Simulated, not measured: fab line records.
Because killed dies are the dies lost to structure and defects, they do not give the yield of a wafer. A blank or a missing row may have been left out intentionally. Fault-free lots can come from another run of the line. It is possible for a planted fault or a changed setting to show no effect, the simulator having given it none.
Which of the tools did it?	flow gf180mcu	24 lots, 72 wafers sampled, at 4 steps of a route of 602

## WHAT THE GAUGES SHOWED, per wafer
GF_V5_THK_MEAS_03. Usual: for V5_CVD_02_THK the level is 1440 nm and the standard deviation is 21.
lot	measured	on	V5_CVD_02_THK (nm)	flag
L074	day 26 13:51	filmMetro-01	1463 1438 1473	
L075	day 26 14:33	filmMetro-01	1418 1447 1447	
L076	day 26 22:33	filmMetro-03	1421 1409 1424	
L077	day 27 06:57	filmMetro-02	1433 1456 1443	
L078	day 27 15:01	filmMetro-01	1426 1491 1450	
L080	day 28 10:37	filmMetro-03	1376 1436 1418	
L079	day 28 11:43	filmMetro-02	1423 1465 1433	
L081	day 28 18:02	filmMetro-01	1437 1435 1465	
L082	day 28 21:30	filmMetro-03	1487 1430 1445	
L083	day 29 12:32	filmMetro-01	1469 1452 1485	
L084	day 29 17:44	filmMetro-03	1433 1461 1437	
L085	day 30 00:39	filmMetro-03	1410 1432 1444	
L086	day 30 07:28	filmMetro-01	1429 1456 1436	
L087	day 30 15:52	filmMetro-03	1416 1446 1449	
L088	day 30 17:36	filmMetro-01	1429 1443 1460	
L089	day 31 04:55	filmMetro-02	1450 1465 1452	
L090	day 31 14:59	filmMetro-02	1454 1470 1446	
L091	day 31 20:01	filmMetro-01	1448 1441 1452	
L092	day 32 00:20	filmMetro-01	1421 1469 1487	
L094	day 32 04:07	filmMetro-01	1409 1424 1441	
L093	day 32 08:54	filmMetro-03	1428 1420 1427	
L095	day 32 12:37	filmMetro-01	1444 1456 1439	
L096	day 32 21:21	filmMetro-01	1415 1457 1474	
L097	day 32 23:43	filmMetro-01	1443 1456 1484	

GF_V5_BOW_MEAS_05. Usual: for V5_BOW the level is 134 um and the standard deviation is 8.3.
lot	measured	on	V5_BOW (um)	flag
L074	day 26 14:13	filmMetro-02	150 139 141	
L075	day 26 14:55	filmMetro-03	134 137 137	
L076	day 26 22:55	filmMetro-01	131 125 130	
L077	day 27 07:20	filmMetro-02	123 144 132	
L078	day 27 15:26	filmMetro-03	131 144 142	
L080	day 28 11:11	filmMetro-01	130 128 127	
L079	day 28 12:05	filmMetro-03	125 134 128	
L081	day 28 18:25	filmMetro-02	123 136 140	
L082	day 28 21:52	filmMetro-02	133 132 129	
L083	day 29 12:55	filmMetro-02	135 140 147	
L084	day 29 18:07	filmMetro-03	137 135 138	
L085	day 30 01:03	filmMetro-02	134 125 112	
L086	day 30 07:49	filmMetro-01	119 125 121	
L087	day 30 16:13	filmMetro-03	136 120 126	
L088	day 30 17:59	filmMetro-02	145 141 139	
L089	day 31 05:17	filmMetro-02	131 134 142	
L090	day 31 15:22	filmMetro-03	134 130 143	
L091	day 31 20:24	filmMetro-01	134 135 126	
L092	day 32 00:58	filmMetro-01	122 125 123	
L094	day 32 04:34	filmMetro-03	149 131 146	
L093	day 32 09:39	filmMetro-01	145 133 147	
L095	day 32 12:59	filmMetro-01	134 124 131	
L096	day 32 21:43	filmMetro-03	136 145 141	
L097	day 33 00:04	filmMetro-03	141 131 125	

GF_V5_CD_MEAS_14 targets a cd of 260 nm. Usual: 260.0 nm for cdNm, sd 1.2.
lot	measured	on	cdNm (nm)	flag
L074	day 27 10:35	cdSem-02	259.6 261.2 260.5	
L075	day 27 10:56	cdSem-01	261.2 260.5 259.9	
L076	day 27 19:13	cdSem-02	260.6 260.9 259.8	
L077	day 28 03:06	cdSem-01	261.4 261.1 260.2	
L078	day 28 11:21	cdSem-01	259.7 259.5 259.4	
L080	day 29 06:07	cdSem-02	259.1 260.1 260.3	
L079	day 29 07:06	cdSem-01	259.8 259.2 260.0	
L081	day 29 13:57	cdSem-01	259.4 259.2 260.0	
L082	day 29 16:47	cdSem-02	257.4 258.1 257.0	
L083	day 30 07:04	cdSem-02	259.7 260.2 260.4	
L084	day 30 12:10	cdSem-02	259.0 260.1 259.6	
L085	day 30 19:35	cdSem-02	259.3 258.2 258.1	
L086	day 31 02:07	cdSem-02	260.6 261.2 262.2	
L087	day 31 09:46	cdSem-01	259.1 260.1 258.8	
L088	day 31 11:22	cdSem-01	257.6 258.8 259.6	
L089	day 31 22:32	cdSem-02	260.4 259.5 260.1	
L090	day 32 08:18	cdSem-01	259.8 258.0 258.5	
L091	day 32 12:59	cdSem-02	258.5 259.1 258.6	
L092	day 32 17:45	cdSem-01	263.0 261.4 260.8	
L094	day 32 20:59	cdSem-01	259.6 261.0 260.3	
L093	day 33 01:41	cdSem-02	260.9 261.5 260.9	
L095	day 33 05:15	cdSem-01	262.3 262.3 262.2	
L096	day 33 14:07	cdSem-02	259.0 259.6 259.3	
L097	day 33 15:49	cdSem-01	261.2 260.8 261.6	

## WHICH TOOL RAN EACH LOT (tool, then ch and the chambers of the sampled wafers, then the start)
lot	GF_V5_CVD_02
L074	pecvd-02 ch 0,1,2, day 26 13:44
L075	pecvd-01 ch 0,2, day 26 14:26
L076	pecvd-01 ch 0,1,2, day 26 22:26
L077	pecvd-04 ch 0,1,2, day 27 06:49
L078	pecvd-02 ch 0,2, day 27 14:54
L080	pecvd-01 ch 0,1,2, day 28 10:30
L079	pecvd-04 ch 1,2, day 28 11:37
L081	pecvd-02 ch 1,2, day 28 17:55
L082	pecvd-02 ch 0,1,2, day 28 21:23
L083	pecvd-02 ch 0,2, day 29 12:25
L084	pecvd-02 ch 0,1, day 29 17:37
L085	pecvd-04 ch 0,2, day 30 00:33
L086	pecvd-04 ch 0,1,2, day 30 07:22
L087	pecvd-04 ch 0,1,2, day 30 15:45
L088	pecvd-02 ch 1,2, day 30 17:28
L089	pecvd-02 ch 0,2, day 31 04:49
L090	pecvd-01 ch 0,1, day 31 14:52
L091	pecvd-04 ch 0,1,2, day 31 19:56
L092	pecvd-02 ch 0,2, day 32 00:12
L094	pecvd-01 ch 0,1,2, day 32 03:59
L093	pecvd-01 ch 1,2, day 32 08:47
L095	pecvd-01 ch 0,2, day 32 12:29
L096	pecvd-02 ch 0,1,2, day 32 21:14
L097	pecvd-02 ch 0,2, day 32 23:36
- GF_V5_CVD_02: deposits SiO2 from TEOS, target thk 1450 nm, time 163.28 s.

## WHAT THE TOOLS THEMSELVES READ (means of the sampled wafers that have a number; where no wafer has one, the mark that the record gives instead)
GF_V5_CVD_02. Usual: 628 W for heaterPowerW, sd 78.
lot	tool	heaterPowerW (W)	flag
L074	pecvd-02	549	
L075	pecvd-01	598	
L076	pecvd-01	689	
L077	pecvd-04	632	
L078	pecvd-02	593	
L080	pecvd-01	686	
L079	pecvd-04	596	
L081	pecvd-02	646	
L082	pecvd-02	619	
L083	pecvd-02	609	
L084	pecvd-02	592	
L085	pecvd-04	578	
L086	pecvd-04	641	
L087	pecvd-04	642	
L088	pecvd-02	609	
L089	pecvd-02	573	
L090	pecvd-01	645	
L091	pecvd-04	591	
L092	pecvd-02	602	
L094	pecvd-01	618	
L093	pecvd-01	707	
L095	pecvd-01	587	
L096	pecvd-02	640	
L097	pecvd-02	645	

## THE ANSWER, worked out from the rows above alone
Rule: lot off if the mean of its wafers having a number is beyond 3 standard deviations from the usual mean. Also off: a lot with no number at a reading for which 4 or more lots have one. Any other lot the step has rows for is counted as sound. After the gauges, taken in route order, come the tools' own readings; for these a lot's mean is taken, as printed above. The first step at which some lot is off is used, and at that step the reading that is off furthest; a lot without a number counts as furthest.
None of the lots is off at any reading shown; this tells nothing.

## WHAT THE SIMULATOR PUT IN
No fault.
